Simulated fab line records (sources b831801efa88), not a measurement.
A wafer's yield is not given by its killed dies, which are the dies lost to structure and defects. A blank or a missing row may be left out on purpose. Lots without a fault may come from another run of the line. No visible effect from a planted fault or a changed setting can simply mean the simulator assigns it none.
fab line records -- flow sky130
[record] lots = 7, wafers = 21, lastDay = 49
route steps=708 shown RES_XHIGH@339 SD_N@342 SD_P@359 PAD_OPEN@708
lots that met no fault: taken from a fault-free run of the same line
startH: start of the lot's first displayed wafer, in hours after the record's first day -- waitH: time in hours since the lot's previous step -- " as in the row above -- L1.1+2: a single row standing in for several wafers -- - no value, or no start given -- * or withheld: withheld -- < > ~ a bound
route shown NAME@n: a module of which the file shows steps, and the number in the route of the first -- usual: average and standard deviation across the fault-free wafers -- same: alike in all rows -- chamber/n: place in a boat -- sites: readings site by site -- _std_site: standard deviation of those values -- _edge_site: the outer-site mean with the inner-site mean subtracted -- radiusMm: for every site, how far away it sits from the centre of the wafer -- mask NAME#n: copy n -- behind: the most recent tool/chamber to have shaped the wafer -- hold: what put the lot on hold/how long, in hours/how the hold closed -- device: names the non-switching transistor (n, p or np) -- end of line: the same wafers' tests at the end of the route -- step lacking rows: just its recipe -- killed: at the first sort, the dies lost to defects and structure; wafer yield is something else -- map: shows each die of a wafer: x if killed, . if not, _ if none is there
set.NAME: the setting that was run; set.NAME@STEP: the one run at that earlier step -- model.NAME: the simulator's own value behind a step, which no gauge read
a table for each step, a row for each wafer; lots at some steps of the route
services: a tool's chamber out of use, with start hour (startH, from the record's first day; less than 0 if before it), hours out, and reason
[[steps]]
[step SKY_RES_XHIGH_IMPLANT_07]
[recipe] species = BF2, energyKev = 20, doseCm2 = 3.6e+14, tiltDeg = 0
[step SKY_RES_XHIGH_STRIP_08]
[recipe] chemistry = O2/N2, powerW = 1400, pressureMtorr = 1500, platenTempC = withheld, o2FlowSccm = 3000, n2FlowSccm = 300, overashFraction = 0.5
[usual] drypumpMotorCurrentA = 5.87/0.24, oesProductAu = 0.711/0.0043, stripTimeToEndpointS = 14.26/0.039
lot.wafer,tool,chamber,startH,waitH,drypumpMotorCurrentA,oesProductAu,rfHoursCounterH,stripTimeToEndpointS
L387.2,plasmaAsher-03,1,612.94,0.1,6.25,0.713,83,14.29
L387.4,plasmaAsher-03,0,612.94,0.1,5.61,0.713,-,14.30
L387.6,plasmaAsher-03,1,612.94,0.1,6.26,0.717,-,14.25
L394.3,plasmaAsher-03,0,675.36,0.2,5.61,0.714,-,14.23
L394.5,plasmaAsher-03,1,675.36,0.2,6.25,0.714,-,14.24
L394.6,plasmaAsher-03,0,675.36,0.2,5.61,0.712,-,14.23
L395.1,plasmaAsher-04,1,677.95,0.1,5.93,0.710,55,14.30
L395.4,plasmaAsher-04,1,677.95,0.1,5.95,0.711,-,14.30
L395.6,plasmaAsher-04,1,677.95,0.1,5.92,0.708,-,14.28
L397.1,plasmaAsher-01,1,700.39,0.1,5.73,0.710,24,14.25
L397.2,plasmaAsher-01,0,700.39,0.1,5.57,0.721,24,14.26
L397.4,plasmaAsher-01,1,700.39,0.1,5.72,0.708,-,14.27
L401.1,plasmaAsher-04,1,728.66,0.1,5.93,0.711,60,14.24
L401.4,plasmaAsher-04,1,728.66,0.1,5.91,0.717,-,14.30
L401.5,plasmaAsher-04,1,728.66,0.1,5.91,0.709,-,14.27
L405.2,plasmaAsher-04,1,752.45,0.1,5.94,0.710,63,14.27
L405.4,plasmaAsher-04,0,752.45,0.1,5.94,0.713,-,14.25
L405.6,plasmaAsher-04,1,752.45,0.1,5.94,0.713,-,14.30
L406.1,plasmaAsher-03,1,757.79,0.1,6.27,0.706,98,14.23
L406.2,plasmaAsher-03,0,757.79,0.1,5.59,0.707,98,14.25
L406.6,plasmaAsher-03,1,757.79,0.1,6.26,0.707,-,14.30
[step SKY_RES_XHIGH_TW_MEAS_09]
[usual] RES_XHIGH_TW = 1648/8.4
lot.wafer,tool,chamber,startH,waitH,RES_XHIGH_TW
L387.2,filmMetro-03,-,613.05,0.1,1663
L387.4,filmMetro-03,-,613.05,0.1,1651
L387.6,filmMetro-03,-,613.05,0.1,1652
L394.3,filmMetro-02,-,675.45,0.1,1651
L394.5,filmMetro-02,-,675.45,0.1,1641
L394.6,filmMetro-02,-,675.45,0.1,1651
L395.1,filmMetro-01,-,678.05,0.1,1654
L395.4,filmMetro-01,-,678.05,0.1,1658
L395.6,filmMetro-01,-,678.05,0.1,1653
L397.1,filmMetro-02,-,700.49,0.1,1631
L397.2,filmMetro-02,-,700.49,0.1,1647
L397.4,filmMetro-02,-,700.49,0.1,1628
L401.1,filmMetro-02,-,728.76,0.1,1645
L401.4,filmMetro-02,-,728.76,0.1,1640
L401.5,filmMetro-02,-,728.76,0.1,1640
L405.2,filmMetro-01,-,752.56,0.1,1654
L405.4,filmMetro-01,-,752.56,0.1,1647
L405.6,filmMetro-01,-,752.56,0.1,1653
L406.1,filmMetro-03,-,757.89,0.1,1649
L406.2,filmMetro-03,-,757.89,0.1,1651
L406.6,filmMetro-03,-,757.89,0.1,1659
[step SKY_SD_N_DEHYDRATE_00]
[recipe] tempC = 200, timeS = 60
[step SKY_SD_N_HMDS_01]
[recipe] primeTimeS = 60, primeTempC = 120
[step SKY_SD_N_COAT_02]
[recipe] resist = NOVOLAK, spinRpm = 3000, resistThkNm = 1140
[step SKY_SD_N_SOFTBAKE_03]
[recipe] tempC = 90, timeS = 60, resist = NOVOLAK
[step SKY_SD_N_EXPOSE_04]
[recipe] maskId = NSDM, na = 0.6, sourceShape = conventional, sigmaOuter = 0.6, polarization = unpolarized, targetCdNm = 380, doseMj = 141
[step SKY_SD_N_PEB_05]
[recipe] tempC = withheld, timeS = *, resist = NOVOLAK
[step SKY_SD_N_DEVELOP_06]
[recipe] resist = NOVOLAK, developer = TMAH, developTimeS = 60, devTempC = 23
[step SKY_SD_N_CD_MEAS_07]
[recipe] targetCdNm = 380
[usual] cdNm = 379.7/2.5
lot.wafer,tool,chamber,startH,waitH,cdNm
L387.2,cdSem-01,-,646.83,5.3,375.2
L387.4,cdSem-01,-,646.83,5.3,375.2
L387.6,cdSem-01,-,646.83,5.3,376.1
L394.3,cdSem-01,-,701.81,0.1,381.1
L394.5,cdSem-01,-,701.81,0.1,380.8
L394.6,cdSem-01,-,701.81,0.1,382.5
L395.1,cdSem-02,-,704.59,0.1,377.4
L395.4,cdSem-02,-,704.59,0.1,375.7
L395.6,cdSem-02,-,704.59,0.1,378.0
L397.1,cdSem-01,-,727.56,0.1,380.6
L397.2,cdSem-01,-,727.56,0.1,381.0
L397.4,cdSem-01,-,727.56,0.1,381.1
L401.1,cdSem-01,-,756.56,0.1,382.3
L401.4,cdSem-01,-,756.56,0.1,381.6
L401.5,cdSem-01,-,756.56,0.1,379.5
L405.2,cdSem-02,-,779.01,0.1,378.9
L405.4,cdSem-02,-,779.01,0.1,376.1
L405.6,cdSem-02,-,779.01,0.1,376.4
L406.1,cdSem-02,-,783.51,0.1,381.4
L406.2,cdSem-02,-,783.51,0.1,381.4
L406.6,cdSem-02,-,783.51,0.1,382.3
[step SKY_SD_N_OVL_MEAS_08]
[usual] SD_N_OVL = 0.6/1.6
lot.wafer,tool,chamber,startH,waitH,SD_N_OVL[nm]
L387.2,overlay-02,-,646.93,0.1,0.7
L387.4,overlay-02,-,646.93,0.1,1.7
L387.6,overlay-02,-,646.93,0.1,1.7
L394.3,overlay-01,-,701.90,0.1,1.0
L394.5,overlay-01,-,701.90,0.1,1.4
L394.6,overlay-01,-,701.90,0.1,2.2
L395.1,overlay-02,-,704.71,0.1,-3.0
L395.4,overlay-02,-,704.71,0.1,-2.0
L395.6,overlay-02,-,704.71,0.1,-0.6
L397.1,overlay-02,-,727.68,0.1,0.7
L397.2,overlay-02,-,727.68,0.1,0.1
L397.4,overlay-02,-,727.68,0.1,1.1
L401.1,overlay-02,-,756.68,0.1,1.3
L401.4,overlay-02,-,756.68,0.1,2.8
L401.5,overlay-02,-,756.68,0.1,2.7
L405.2,overlay-02,-,779.12,0.1,1.3
L405.4,overlay-02,-,779.12,0.1,2.3
L405.6,overlay-02,-,779.12,0.1,0.4
L406.1,overlay-02,-,783.63,0.1,0.0
L406.2,overlay-02,-,783.63,0.1,-1.0
L406.6,overlay-02,-,783.63,0.1,-2.3
[step SKY_SD_N_IMPLANT_09]
[recipe] species = As, energyKev = 50, doseCm2 = 4e+15, tiltDeg = 0
lot.wafer,tool,chamber,startH,waitH
L387.2+4+6,implanter-02,0,646.99,0.0
L394.3+5+6,implanter-01,0,701.98,0.1
L394.3+5+6,implanter-01,0,702.29,0.3
L395.1+4+6,implanter-03,0,704.75,0.0
L395.1+4+6,implanter-03,0,705.06,0.3
L397.1+2+4,implanter-02,0,727.72,0.0
L401.1+4+5,implanter-02,0,756.72,0.0
L405.2+4+6,implanter-03,0,779.17,0.0
L405.2+4+6,implanter-03,0,779.49,0.3
L406.1+2+6,implanter-02,0,783.67,0.0
[step SKY_SD_N_IMPLANT_10]
[recipe] species = P, energyKev = 20, doseCm2 = 1e+14, tiltDeg = 0
[step SKY_SD_N_STRIP_11]
[recipe] chemistry = O2/N2, powerW = 1400, pressureMtorr = 1500, platenTempC = withheld, o2FlowSccm = 3000, n2FlowSccm = 300, overashFraction = 0.5
[usual] drypumpMotorCurrentA = 5.82/0.23, oesProductAu = 0.527/0.004, stripTimeToEndpointS = 22.56/0.047
lot.wafer,tool,chamber,startH,waitH,drypumpMotorCurrentA,oesProductAu,rfHoursCounterH,stripTimeToEndpointS
L387.2,plasmaAsher-01,1,647.26,0.1,5.74,0.524,18,22.62
L387.4,plasmaAsher-01,0,647.26,0.1,5.64,0.525,-,22.65
L387.6,plasmaAsher-01,0,647.26,0.1,5.63,0.529,-,22.58
L394.3,plasmaAsher-03,1,702.58,0.1,6.26,0.515,-,23.81
L394.5,plasmaAsher-03,1,702.58,0.1,6.25,0.507,-,23.80
L394.6,plasmaAsher-03,0,702.58,0.1,5.61,0.512,-,23.83
L395.1,plasmaAsher-02,1,705.36,0.1,5.91,0.511,103,23.81
L395.4,plasmaAsher-02,0,705.36,0.1,5.68,0.501,-,23.80
L395.6,plasmaAsher-02,0,705.36,0.1,5.68,0.514,-,23.81
L397.1,plasmaAsher-03,1,728.02,0.1,6.25,0.530,95,22.67
L397.2,plasmaAsher-03,0,728.02,0.1,5.63,0.526,95,22.64
L397.4,plasmaAsher-03,0,728.02,0.1,5.63,0.521,-,22.64
L401.1,plasmaAsher-02,1,757.02,0.1,5.89,0.532,1,22.52
L401.4,plasmaAsher-02,1,757.02,0.1,5.88,0.532,-,22.48
L401.5,plasmaAsher-02,1,757.02,0.1,5.89,0.526,-,22.55
L405.2,plasmaAsher-01,1,779.77,0.1,5.70,0.509,32,23.81
L405.4,plasmaAsher-01,0,779.77,0.1,5.68,0.512,-,23.78
L405.6,plasmaAsher-01,1,779.77,0.1,5.73,0.507,-,23.76
L406.1,plasmaAsher-02,1,783.97,0.1,5.89,0.532,4,22.53
L406.2,plasmaAsher-02,0,783.97,0.1,5.68,0.527,4,22.58
L406.6,plasmaAsher-02,1,783.97,0.1,5.90,0.525,-,22.55
[step SKY_SD_N_TW_MEAS_12]
[usual] SD_N_TW = 4001/25
lot.wafer,tool,chamber,startH,waitH,SD_N_TW
L387.2,filmMetro-02,-,647.37,0.1,3967
L387.4,filmMetro-02,-,647.37,0.1,3991
L387.6,filmMetro-02,-,647.37,0.1,3972
L394.3,filmMetro-03,-,702.66,0.1,4132
L394.5,filmMetro-03,-,702.66,0.1,4142
L394.6,filmMetro-03,-,702.66,0.1,4121
L394.3,filmMetro-03,-,702.90,0.2,4131
L394.5,filmMetro-03,-,702.90,0.2,4101
L394.6,filmMetro-03,-,702.90,0.2,4113
L395.1,filmMetro-02,-,705.46,0.1,4055
L395.4,filmMetro-02,-,705.46,0.1,4044
L395.6,filmMetro-02,-,705.46,0.1,4076
L397.1,filmMetro-02,-,728.12,0.1,3961
L397.2,filmMetro-02,-,728.12,0.1,3946
L397.4,filmMetro-02,-,728.12,0.1,3947
L401.1,filmMetro-01,-,757.12,0.1,4024
L401.4,filmMetro-01,-,757.12,0.1,4011
L401.5,filmMetro-01,-,757.12,0.1,3984
L405.2,filmMetro-01,-,779.88,0.1,4073
L405.4,filmMetro-01,-,779.88,0.1,4064
L405.6,filmMetro-01,-,779.88,0.1,4063
L406.1,filmMetro-01,-,784.07,0.1,4017
L406.2,filmMetro-01,-,784.07,0.1,4002
L406.6,filmMetro-01,-,784.07,0.1,4006
[step SKY_SD_N_CLEAN_13]
[recipe] chemistry = SC1/SC2, mix = 1:4:20, tempC = 70, timeS = 150, dry = n2Spin
[step SKY_SD_N_RTA_14]
[recipe] tempC = 1075, timeS = 2, idleTempC = 650, rampUpCPerS = 150, rampDownCPerS = 90, ambient = N2
[usual] lampPowerPct = 15.73/0.048, wafer_temp_C_max = 1078.2/1.3
lot.wafer,tool,chamber,startH,waitH,lampPowerPct,wafer_temp_C_max
L387.2,rtpAnneal-01,0,647.51,0.0,15.70,1079.4
L387.4,rtpAnneal-01,0,647.51,0.0,15.68,1079.3
L387.6,rtpAnneal-01,0,647.51,0.0,15.77,1078.8
L394.3,rtpAnneal-01,0,703.97,0.0,15.68,1080.3
L394.5,rtpAnneal-01,0,703.97,0.0,15.77,1078.2
L394.6,rtpAnneal-01,0,703.97,0.0,15.69,1080.0
L395.1,rtpAnneal-02,0,705.57,0.0,15.80,1078.2
L395.4,rtpAnneal-02,0,705.57,0.0,15.69,1077.9
L395.6,rtpAnneal-02,0,705.57,0.0,15.76,1077.9
L397.1,rtpAnneal-02,0,728.23,0.0,15.80,1079.3
L397.2,rtpAnneal-02,0,728.23,0.0,15.75,1078.5
L397.4,rtpAnneal-02,0,728.23,0.0,15.66,1082.2
L401.1,rtpAnneal-02,0,757.23,0.0,15.75,1077.5
L401.4,rtpAnneal-02,0,757.23,0.0,15.81,1077.3
L401.5,rtpAnneal-02,0,757.23,0.0,15.82,1077.3
L405.2,rtpAnneal-02,0,779.98,0.0,15.81,1077.6
L405.4,rtpAnneal-02,0,779.98,0.0,15.64,1078.6
L405.6,rtpAnneal-02,0,779.98,0.0,15.73,1078.8
L406.1,rtpAnneal-01,0,784.18,0.0,15.79,1078.6
L406.2,rtpAnneal-01,0,784.18,0.0,15.76,1076.6
L406.6,rtpAnneal-01,0,784.18,0.0,15.67,1079.8
[step SKY_SD_N_RS_MEAS_16]
[recipe] thkMeasGauge = four-point-probe
[usual] SD_N_RS = 68.50/0.11
lot.wafer,tool,chamber,startH,waitH,SD_N_RS[ohm/sq]
L387.2,filmMetro-02,-,647.69,0.1,68.26
L387.4,filmMetro-02,-,647.69,0.1,68.49
L387.6,filmMetro-02,-,647.69,0.1,68.53
L394.3,filmMetro-02,-,704.34,0.3,63.49
L394.5,filmMetro-02,-,704.34,0.3,63.73
L394.6,filmMetro-02,-,704.34,0.3,63.58
L394.3,filmMetro-02,-,704.67,0.3,63.53
L394.5,filmMetro-02,-,704.67,0.3,63.63
L394.6,filmMetro-02,-,704.67,0.3,63.64
L395.1,filmMetro-01,-,705.75,0.1,63.67
L395.4,filmMetro-01,-,705.75,0.1,63.74
L395.6,filmMetro-01,-,705.75,0.1,63.55
L395.1,filmMetro-01,-,706.16,0.4,63.75
L395.4,filmMetro-01,-,706.16,0.4,63.71
L395.6,filmMetro-01,-,706.16,0.4,63.69
L397.1,filmMetro-03,-,728.40,0.1,68.52
L397.2,filmMetro-03,-,728.40,0.1,68.58
L397.4,filmMetro-03,-,728.40,0.1,68.34
L401.1,filmMetro-03,-,757.45,0.1,68.48
L401.4,filmMetro-03,-,757.45,0.1,68.56
L401.5,filmMetro-03,-,757.45,0.1,68.36
L405.2,filmMetro-03,-,780.17,0.1,63.65
L405.4,filmMetro-03,-,780.17,0.1,63.56
L405.6,filmMetro-03,-,780.17,0.1,63.74
L405.2,filmMetro-03,-,780.46,0.3,63.67
L405.4,filmMetro-03,-,780.46,0.3,63.68
L405.6,filmMetro-03,-,780.46,0.3,63.64
L406.1,filmMetro-03,-,784.35,0.1,68.68
L406.2,filmMetro-03,-,784.35,0.1,68.72
L406.6,filmMetro-03,-,784.35,0.1,68.44
[step SKY_SD_N_RS_MEAS_17]
[recipe] thkMeasGauge = four-point-probe
[usual] SD_P_RS = 147.0/0.37
lot.wafer,tool,chamber,startH,waitH,SD_P_RS[ohm/sq]
L387.2,filmMetro-02,-,647.81,0.1,146.7
L387.4,filmMetro-02,-,647.81,0.1,147.3
L387.6,filmMetro-02,-,647.81,0.1,146.8
L395.1,filmMetro-01,-,709.61,3.4,146.7
L395.4,filmMetro-01,-,709.61,3.4,147.2
L395.6,filmMetro-01,-,709.61,3.4,147.0
L394.3,filmMetro-02,-,709.75,5.1,146.9
L394.5,filmMetro-02,-,709.75,5.1,147.1
L394.6,filmMetro-02,-,709.75,5.1,146.8
L397.1,filmMetro-03,-,728.52,0.1,146.6
L397.2,filmMetro-03,-,728.52,0.1,146.8
L397.4,filmMetro-03,-,728.52,0.1,146.3
L401.1,filmMetro-03,-,757.57,0.1,147.1
L401.4,filmMetro-03,-,757.57,0.1,147.3
L401.5,filmMetro-03,-,757.57,0.1,147.0
L406.1,filmMetro-03,-,784.47,0.1,147.3
L406.2,filmMetro-03,-,784.47,0.1,147.8
L406.6,filmMetro-03,-,784.47,0.1,147.3
L405.2,filmMetro-03,-,784.61,4.1,147.3
L405.4,filmMetro-03,-,784.61,4.1,146.7
L405.6,filmMetro-03,-,784.61,4.1,146.8
[step SKY_PAD_OPEN_PROBE_99]
[usual] killed_at_M0_to_M3 = 43/7.7, killed_at_M4_up = 2.9/1.9, killedAtContacts = 24/5.9, killedAtFrontEnd = 16/5.1, killedAtOther = 0.3/0.63, killedDies = 86/10, killedOnRim = 16/3.6, killedOpen = 47/7.6, killedShort = 39/6.8
[same] grossDies = 492, killedAtBackSide = 0
lot.wafer,tool,chamber,startH,waitH,killed_at_M0_to_M3,killed_at_M4_up,killedAtContacts,killedAtFrontEnd,killedAtOther,killedDies,killedOnRim,killedOpen,killedShort,model.etest.resNdiff.lineOhmUm,model.etest.nfetG5v0d10v5.rOnOhmUm,model.etest.sonosUncharged.rOnOhmUm,model.etest.nfet_01v8.rOnOhmUm,model.etest.nfet_01v8_lvt.driveUaUm,model.etest.liconNdiff.rcOhm,model.etest.sramNfetPass.driveUaUm,model.etest.nfet_01v8.driveUaUm
L387.2,prober-02,-,1073.25,0.1,33,0,35,8,0,76,21,43,33,744.5,1857,815,808.4,586,181,506.9,519.2
L387.4,prober-02,-,1073.35,0.2,39,4,21,23,0,87,15,48,37,788.1,1880,822.9,837.9,577.5,184.5,501.4,508.2
L387.6,prober-02,-,1073.45,0.2,41,0,16,14,0,71,13,40,31,776.6,1869,815.8,812.5,578,181.8,496.1,511.8
L394.3,prober-02,-,1114.80,0.2,34,0,33,4,1,72,16,41,31,634.7,1798,746.1,810.3,595,152,504,518.8
L394.5,prober-02,-,1114.90,0.2,34,2,24,6,0,66,14,38,28,635.6,1826,751.3,803.9,601.5,157.2,523.6,525.2
L394.6,prober-02,-,1114.95,0.2,44,3,21,9,0,77,19,44,33,623.4,1789,738.6,834.8,589.4,155.6,508.7,511.1
L395.1,prober-01,-,1119.10,0.1,50,2,26,9,0,87,19,50,37,653.5,1819,770.4,833.2,581.2,160,492.9,499.4
L395.4,prober-01,-,1119.25,0.2,30,3,25,16,0,74,10,38,36,657.7,1827,754.7,820.3,595.2,155.2,510,509.5
L395.6,prober-01,-,1119.35,0.2,49,3,20,25,0,97,23,53,44,651.5,1824,778.8,829.2,584.8,154.4,497.8,497.9
L397.1,prober-01,-,1134.89,0.1,53,2,34,23,0,112,12,68,42,782.1,1891,811.9,838.6,571.2,187.3,499.2,504.6
L397.2,prober-01,-,1134.94,0.1,42,1,34,23,0,100,17,56,44,761.9,1879,805.2,848.8,555.8,182.3,480.9,492.2
L397.4,prober-01,-,1135.04,0.2,41,2,23,11,0,77,18,49,28,767.9,1848,828.5,837.6,567.7,176.1,481.6,492
L401.1,prober-01,-,1155.04,0.1,34,3,23,13,0,73,13,29,44,745.7,1845,796.2,817.2,585,176.4,503.7,515.7
L401.4,prober-01,-,1155.19,0.2,37,0,22,21,0,80,20,40,40,765.4,1862,807.5,821.9,588.7,187,497.1,515.5
L401.5,prober-01,-,1155.24,0.2,43,3,29,11,0,86,18,52,34,755.7,1903,805.8,848.9,564.1,179.9,486.3,497.7
L405.2,prober-01,-,1168.59,0.1,41,4,17,10,2,74,18,36,37,661,1822,761.2,822.5,582.2,148.9,486.5,504.9
L405.4,prober-01,-,1168.69,0.2,32,2,25,19,2,80,12,49,31,656.2,1827,742.6,819.5,587.5,151.8,493.8,508.7
L405.6,prober-01,-,1168.79,0.2,42,1,27,13,1,84,17,45,38,650.6,1873,766.2,843.8,571.5,157,479,493.2
L406.1,prober-02,-,1171.03,0.1,38,5,16,24,0,83,19,43,39,748.5,1886,827.5,866.1,551.6,188,472.9,490.9
L406.2,prober-02,-,1171.08,0.1,48,2,30,11,0,91,12,54,36,755.5,1895,829.3,869.8,558.1,185.9,476.5,490.4
L406.6,prober-02,-,1171.28,0.2,48,5,20,20,0,93,23,54,38,741.4,1868,819.2,845.5,577,189.5,502.4,503.7
// killed by level:class
L387.2 LI_CONTACT:geometricParticle:open=15 VIA1:geometricParticle:open=8 CONTACT:geometricParticle:short=7 CONTACT:geometricParticle:open=7 METAL2:geometricParticle:short=7 VIA1:geometricParticle:short=6 VIA2:geometricParticle:open=5 LOCAL_INTERCONNECT:geometricParticle:short=4
L387.4 VIA3:geometricParticle:open=8 LI_CONTACT:geometricParticle:open=7 VIA1:geometricParticle:open=7 FIELD_ISO:geometricParticle:short=6 LOCAL_INTERCONNECT:geometricParticle:short=6 VIA2:geometricParticle:open=6 CONTACT:geometricParticle:open=5 METAL1:geometricParticle:short=5
L387.6 VIA1:geometricParticle:open=11 METAL1:geometricParticle:short=8 VIA3:geometricParticle:open=6 LI_CONTACT:geometricParticle:open=5 CONTACT:geometricParticle:open=5 FIELD_ISO:geometricParticle:open=4 LI_CONTACT:geometricParticle:short=4 METAL2:geometricParticle:short=4
L394.3 LI_CONTACT:geometricParticle:open=12 LOCAL_INTERCONNECT:geometricParticle:short=6 VIA1:geometricParticle:open=6 VIA3:geometricParticle:open=6 VIA1:geometricParticle:short=5 CONTACT:geometricParticle:open=5 LI_CONTACT:geometricParticle:short=4 CONTACT:geometricParticle:short=4
L394.5 CONTACT:geometricParticle:open=8 VIA1:geometricParticle:open=8 METAL3:geometricParticle:short=7 LI_CONTACT:geometricParticle:open=6 LOCAL_INTERCONNECT:geometricParticle:short=5 VIA2:geometricParticle:open=5 VIA3:geometricParticle:open=5 METAL2:geometricParticle:short=4
L394.6 CONTACT:geometricParticle:open=11 VIA3:geometricParticle:open=10 VIA1:geometricParticle:open=8 VIA1:geometricParticle:short=5 METAL1:geometricParticle:short=5 POLY_GATE:geometricParticle:short=4 POLY_GATE:geometricParticle:open=3 LI_CONTACT:geometricParticle:open=3
L395.1 VIA1:geometricParticle:open=14 CONTACT:geometricParticle:open=8 LI_CONTACT:geometricParticle:open=6 LOCAL_INTERCONNECT:geometricParticle:short=6 METAL1:geometricParticle:short=6 VIA1:geometricParticle:short=6 VIA2:geometricParticle:open=6 METAL2:geometricParticle:short=5
L395.4 CONTACT:geometricParticle:open=10 METAL1:geometricParticle:short=6 VIA3:geometricParticle:open=6 VIA1:geometricParticle:open=5 LI_CONTACT:geometricParticle:short=5 FIELD_ISO:geometricParticle:short=4 LI_CONTACT:geometricParticle:open=4 LOCAL_INTERCONNECT:geometricParticle:short=4
L395.6 VIA3:geometricParticle:open=11 METAL2:geometricParticle:short=9 FIELD_ISO:geometricParticle:open=8 LI_CONTACT:geometricParticle:open=8 CONTACT:geometricParticle:open=8 VIA1:geometricParticle:open=6 METAL1:geometricParticle:short=5 VIA2:geometricParticle:open=5
L397.1 CONTACT:geometricParticle:open=16 LI_CONTACT:geometricParticle:open=11 VIA1:geometricParticle:open=11 POLY_GATE:geometricParticle:short=8 VIA2:geometricParticle:open=8 POLY_GATE:geometricParticle:open=6 METAL1:geometricParticle:short=6 VIA2:geometricParticle:short=5
L397.2 CONTACT:geometricParticle:open=12 VIA1:geometricParticle:open=11 LI_CONTACT:geometricParticle:open=10 POLY_GATE:geometricParticle:short=9 VIA3:geometricParticle:open=9 FIELD_ISO:geometricParticle:open=5 METAL2:geometricParticle:short=5 LI_CONTACT:geometricParticle:short=4
L397.4 VIA1:geometricParticle:open=12 CONTACT:geometricParticle:open=9 VIA3:geometricParticle:open=6 LI_CONTACT:geometricParticle:open=5 CONTACT:geometricParticle:short=5 VIA2:geometricParticle:open=5 POLY_GATE:geometricParticle:short=4 METAL2:geometricParticle:short=4
L401.1 LOCAL_INTERCONNECT:geometricParticle:short=7 VIA1:geometricParticle:open=7 METAL1:geometricParticle:short=6 LI_CONTACT:geometricParticle:open=5 CONTACT:geometricParticle:short=5 CONTACT:geometricParticle:open=4 VIA3:geometricParticle:short=4 VIA1:geometricParticle:short=4
L401.4 FIELD_ISO:geometricParticle:short=10 VIA3:geometricParticle:open=9 LI_CONTACT:geometricParticle:open=7 VIA1:geometricParticle:open=7 LOCAL_INTERCONNECT:geometricParticle:short=6 CONTACT:geometricParticle:open=6 VIA2:geometricParticle:open=5 POLY_GATE:geometricParticle:short=3
L401.5 LI_CONTACT:geometricParticle:open=9 VIA1:geometricParticle:open=8 CONTACT:geometricParticle:open=8 VIA3:geometricParticle:open=8 VIA2:geometricParticle:open=6 METAL1:geometricParticle:short=5 FIELD_ISO:geometricParticle:open=4 LOCAL_INTERCONNECT:geometricParticle:open=4
L405.2 VIA1:geometricParticle:open=10 METAL1:geometricParticle:short=7 VIA3:geometricParticle:open=6 FIELD_ISO:geometricParticle:open=5 METAL3:geometricParticle:short=4 CONTACT:geometricParticle:open=4 VIA2:geometricParticle:open=4 METAL4:geometricParticle:short=4
L405.4 CONTACT:geometricParticle:open=10 VIA2:geometricParticle:open=8 VIA1:geometricParticle:open=6 FIELD_ISO:geometricParticle:short=5 POLY_GATE:geometricParticle:open=5 VIA3:geometricParticle:open=5 FIELD_ISO:geometricParticle:open=4 LOCAL_INTERCONNECT:geometricParticle:open=4
L405.6 CONTACT:geometricParticle:open=13 VIA1:geometricParticle:open=12 VIA1:geometricParticle:short=6 CONTACT:geometricParticle:short=5 VIA2:geometricParticle:open=5 VIA3:geometricParticle:open=5 FIELD_ISO:geometricParticle:open=4 POLY_GATE:geometricParticle:short=4
L406.1 VIA1:geometricParticle:open=8 FIELD_ISO:geometricParticle:short=7 FIELD_ISO:geometricParticle:open=5 LI_CONTACT:geometricParticle:open=5 VIA3:geometricParticle:open=5 METAL2:geometricParticle:short=5 VIA3:geometricParticle:short=4 CONTACT:geometricParticle:open=4
L406.2 VIA1:geometricParticle:open=15 VIA2:geometricParticle:open=9 CONTACT:geometricParticle:open=8 LI_CONTACT:geometricParticle:open=8 METAL1:geometricParticle:short=7 LOCAL_INTERCONNECT:geometricParticle:short=6 VIA2:geometricParticle:short=5 FIELD_ISO:geometricParticle:open=4
L406.6 VIA2:geometricParticle:open=13 CONTACT:geometricParticle:open=8 VIA1:geometricParticle:open=8 FIELD_ISO:geometricParticle:open=7 METAL2:geometricParticle:short=7 LI_CONTACT:geometricParticle:open=5 VIA2:geometricParticle:short=5 METAL4:geometricParticle:short=4
[[services]]
tool,chamber,startH,hours,kind
plasmaAsher-02,-,589.34,9.6,repair
implanter-03,-,589.69,4.4,pm
rtpAnneal-01,-,598.98,5.5,pm
implanter-03,-,599.94,44.4,pm
plasmaAsher-01,-,601.80,28.1,pm
implanter-02,-,647.55,2.9,pm
implanter-03,-,661.10,9.7,pm
plasmaAsher-04,-,673.12,2.3,repair
plasmaAsher-03,-,682.43,3.5,repair
implanter-03,-,682.79,0.6,repair
implanter-02,-,695.29,2.4,repair
implanter-01,-,703.15,5.7,repair
implanter-03,-,731.16,2.5,pm
plasmaAsher-02,-,733.75,9.0,pm
plasmaAsher-02,0,733.75,9.0,ventCycle
plasmaAsher-02,1,733.75,9.0,ventCycle
plasmaAsher-02,0,742.75,-,clean
plasmaAsher-02,1,742.75,-,clean
rtpAnneal-01,-,761.02,0.9,pm
plasmaAsher-04,-,771.42,4.5,repair
[[key]]
[firstSign] step = SKY_SD_N_IMPLANT_09, reading = visit, direction = added
[effect] step = SKY_SD_N_STRIP_11, reading = stripTimeToEndpointS, direction = up, sigmas = 27, usual = *, struck = *
[effect] step = SKY_SD_N_TW_MEAS_12, reading = SD_N_TW, direction = up, sigmas = 3.4, usual = 4001, struck = 4085
[effect] step = SKY_SD_N_RS_MEAS_16, reading = visit, direction = added
[effect] step = SKY_SD_N_RS_MEAS_16, reading = SD_N_RS, direction = down, sigmas = 43, usual = 68.50, struck = 63.63
[modelEffect] step = SKY_PAD_OPEN_PROBE_99, value = etest.resNdiff.lineOhmUm, without = 760, struck = 647.1
metAt SKY_SD_N_IMPLANT_09
struckWafers L394.3,L394.5,L394.6,L395.1,L395.4,L395.6,L405.2,L405.4,L405.6
testerLeftOut L394,L395,L405
[fault] kind = repeatedStepWhole, tool = implanter-01,implanter-02,implanter-03, chamber = -, onsetH = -, steps = SKY_SD_N_IMPLANT_09, times = 1, scope = struckLotsOnly
// testerLeftOut: of these lots the tester's yield and bins aren't shown, on N5 and GAA mostly nor the transistor test; their killed dies are dies lost to structure and defects alone, not to doping, threshold or leakage, so they don't give the yield
